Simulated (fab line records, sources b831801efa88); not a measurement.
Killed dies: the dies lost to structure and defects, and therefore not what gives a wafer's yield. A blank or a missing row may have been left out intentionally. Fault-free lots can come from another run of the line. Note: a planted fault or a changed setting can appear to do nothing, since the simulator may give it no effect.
Which tool is to blame?	flow gf180mcu	Sampling: 13 lots, 39 wafers, 6 of 602 route steps

WHAT THE GAUGES SHOWED, per wafer
GF_HV_LDD_CD_MEAS_31: target cd 400 nm. Usual: 402.6 nm for cd nm, sd 2.3.
lot	measured	on	cd nm (nm)	flag
L291	day 11 10:11	cd sem-02	396.9 399.1 399.1	
L292	day 11 22:45	cd sem-02	400.2 400.7 400.6	
L294	day 12 05:54	cd sem-01	400.8 398.9 399.6	
L295	day 12 23:32	cd sem-02	403.1 402.0 403.8	
L298	day 13 14:07	cd sem-01	405.7 405.4 405.6	
L299	day 13 21:32	cd sem-01	404.5 403.9 402.1	
L300	day 14 12:41	cd sem-02	409.5 407.0 406.3	
L301	day 14 13:02	cd sem-01	401.4 402.4 404.9	
L302	day 14 18:01	cd sem-01	401.0 400.3 401.5	
L303	day 15 05:53	cd sem-02	406.5 404.8 402.6	
L304	day 15 15:51	cd sem-02	405.1 403.8 407.2	
L305	day 15 20:35	cd sem-01	403.9 403.6 403.3	
L306	day 16 04:15	cd sem-02	401.9 401.0 401.4	

GF_PSD_CD_MEAS_07: target cd 400 nm. Usual: 400.1 nm for cd nm, sd 2.4.
lot	measured	on	cd nm (nm)	flag
L291	day 14 08:22	cd sem-02	399.9 399.9 397.8	
L292	day 14 14:18	cd sem-01	402.5 399.5 402.3	
L294	day 15 01:08	cd sem-01	398.3 396.8 396.2	
L295	day 15 17:42	cd sem-02	401.6 398.3 399.5	
L298	day 16 09:59	cd sem-02	404.9 404.1 401.8	
L299	day 16 19:25	cd sem-02	400.2 398.8 397.2	
L300	day 17 10:41	cd sem-02	399.9 400.3 402.6	
L301	day 17 13:20	cd sem-02	397.1 397.8 398.7	
L302	day 17 16:26	cd sem-02	401.9 403.5 404.8	
L303	day 18 06:51	cd sem-01	402.2 401.0 402.1	
L304	day 18 16:56	cd sem-01	400.8 399.8 401.0	
L305	day 18 23:12	cd sem-02	402.1 402.6 402.2	
L306	day 19 05:26	cd sem-01	400.9 400.1 400.1	

GF_PSD_RS_MEAS_14: measures by four-point-probe. Usual: NSD_RS gives 46.18 ohm/sq (standard deviation 0.11).
lot	measured	on	NSD_RS (ohm/sq)	flag
L291	day 14 08:58	film metro-03	46.20 46.28 46.25	
L292	day 14 14:54	film metro-01	46.24 46.23 46.10	
L294	day 15 01:44	film metro-02	46.02 46.08 46.04	
L295	day 15 18:21	film metro-01	46.16 46.24 46.16	
L298	day 16 10:35	film metro-01	46.20 46.17 46.23	
L299	day 16 20:01	film metro-03	46.12 46.13 46.04	
L300	day 17 11:17	film metro-01	46.33 46.34 46.32	
L301	day 17 13:56	film metro-02	45.96 46.14 45.99	
L302	day 17 17:02	film metro-02	46.15 46.09 46.17	
L303	day 18 07:27	film metro-01	46.46 46.37 46.41	
L304	day 18 17:34	film metro-02	46.09 46.00 46.09	
L305	day 18 23:48	film metro-01	42.73 42.70 42.60	OFF
L306	day 19 06:02	film metro-02	42.57 42.52 42.43	OFF

GF_PSD_RS_MEAS_15: measures by four-point-probe. Usual: PSD_RS gives 108.63 ohm/sq (standard deviation 0.3).
lot	measured	on	PSD_RS (ohm/sq)	flag
L291	day 14 09:05	film metro-03	108.57 108.97 108.98	
L292	day 14 15:01	film metro-01	108.87 108.74 108.67	
L294	day 15 01:52	film metro-02	108.38 108.83 108.34	
L295	day 15 18:28	film metro-01	108.59 108.77 108.53	
L298	day 16 10:42	film metro-01	108.71 108.70 108.96	
L299	day 16 20:08	film metro-03	108.22 108.42 108.01	
L300	day 17 11:24	film metro-01	109.27 109.36 109.02	
L301	day 17 14:04	film metro-02	108.44 108.20 108.16	
L302	day 17 17:09	film metro-02	108.50 109.00 108.78	
L303	day 18 07:34	film metro-01	109.11 108.81 108.72	
L304	day 18 17:41	film metro-02	108.41 108.41 108.64	
L305	day 18 23:55	film metro-01	98.67 98.86 98.62	OFF
L306	day 19 06:10	film metro-02	98.49 98.42 98.68	OFF

TOOL THAT RAN EACH LOT (tool first, then ch and the chambers of the sampled wafers, then the start)
lot	GF_HV_LDD_RTA_52	GF_PSD_RTA_13
L291	rtp anneal-01 ch 0, day 12 05:48	rtp anneal-02 ch 0, day 14 08:53
L292	rtp anneal-02 ch 0, day 12 18:23	rtp anneal-02 ch 0, day 14 14:49
L294	rtp anneal-01 ch 0, day 13 03:01	rtp anneal-01 ch 0, day 15 01:39
L295	rtp anneal-01 ch 0, day 13 20:47	rtp anneal-02 ch 0, day 15 18:16
L298	rtp anneal-02 ch 0, day 14 11:52	rtp anneal-02 ch 0, day 16 10:30
L299	rtp anneal-01 ch 0, day 14 19:43	rtp anneal-01 ch 0, day 16 19:55
L300	rtp anneal-02 ch 0, day 15 10:26	rtp anneal-02 ch 0, day 17 11:11
L301	rtp anneal-01 ch 0, day 15 11:22	rtp anneal-01 ch 0, day 17 13:50
L302	rtp anneal-02 ch 0, day 15 16:38	rtp anneal-01 ch 0, day 17 16:56
L303	rtp anneal-01 ch 0, day 16 05:24	rtp anneal-02 ch 0, day 18 07:22
L304	rtp anneal-01 ch 0, day 16 15:17	rtp anneal-02 ch 0, day 18 17:29
L305	rtp anneal-02 ch 0, day 16 21:23	rtp anneal-02 ch 0, day 18 23:43
L306	rtp anneal-01 ch 0, day 17 03:41	rtp anneal-02 ch 0, day 19 05:56
- GF_HV_LDD_RTA_52: time 10.53 s.
- GF_PSD_RTA_13: time 20 s.

AS READ BY THE TOOLS THEMSELVES (means over the sampled wafers that have a number; for cases with no such wafer, the mark the record gives instead)
GF_HV_LDD_RTA_52. Usual: lamp power pct 32.2 %, standard deviation 1.1; wafer_temp_C_max 1005.9, standard deviation 1.4.
lot	tool	lamp power pct (%)	wafer_temp_C_max	flag
L291	rtp anneal-01	33.2	1005.4	
L292	rtp anneal-02	30.9	1006.6	
L294	rtp anneal-01	33.2	1004.9	
L295	rtp anneal-01	33.2	1004.0	
L298	rtp anneal-02	30.9	1005.0	
L299	rtp anneal-01	33.2	1004.4	
L300	rtp anneal-02	30.9	1008.2	
L301	rtp anneal-01	33.2	1004.8	
L302	rtp anneal-02	30.9	1007.2	
L303	rtp anneal-01	33.2	1005.2	
L304	rtp anneal-01	33.2	1005.4	
L305	rtp anneal-02	30.9	1006.7	
L306	rtp anneal-01	33.2	1004.8	

GF_PSD_RTA_13. Usual: lamp power pct 32.8 %, standard deviation 1.1; wafer_temp_C_max 1032.2, standard deviation 1.8.
lot	tool	lamp power pct (%)	wafer_temp_C_max	flag
L291	rtp anneal-02	32.1	1031.9	
L292	rtp anneal-02	32.1	1032.4	
L294	rtp anneal-01	34.5	1030.3	
L295	rtp anneal-02	32.1	1033.9	
L298	rtp anneal-02	32.1	1034.9	
L299	rtp anneal-01	34.5	1030.8	
L300	rtp anneal-02	32.2	1031.2	
L301	rtp anneal-01	34.5	1030.3	
L302	rtp anneal-01	34.5	1030.2	
L303	rtp anneal-02	32.1	1032.8	
L304	rtp anneal-02	32.1	1033.9	
L305	rtp anneal-02	32.1	1032.7	
L306	rtp anneal-02	32.1	1034.1	

THE ANSWER, worked out from the rows above alone
Rule: lot off if the mean of its wafers having a number is beyond 3 standard deviations from the usual mean. Also off: a lot with no number at a reading for which 4 or more lots have one. Any other lot the step has rows for is counted as sound. First the gauges in route order, then the tools' own readings, where a lot's mean is used as printed above. The first step at which some lot is off is used, and at that step the reading that is off furthest; a lot without a number counts as furthest.
Off: L305, L306, seen at GF_PSD_RS_MEAS_14 (NSD_RS).
If a tool, at a process step before that reading, ran all the lots that are off and no sound lot after the first of them, it fits. Gauges at GF_PSD_RS_MEAS_14: tried the same way as those tools. One candidate fits, namely rtp anneal-02 at GF_PSD_RTA_13. Its last sound lot is L304 (day 18 17:29), its first lot that is off L305 (day 18 23:43): a fault that began between those two fits.

WHAT WAS PUT IN BY THE SIMULATOR
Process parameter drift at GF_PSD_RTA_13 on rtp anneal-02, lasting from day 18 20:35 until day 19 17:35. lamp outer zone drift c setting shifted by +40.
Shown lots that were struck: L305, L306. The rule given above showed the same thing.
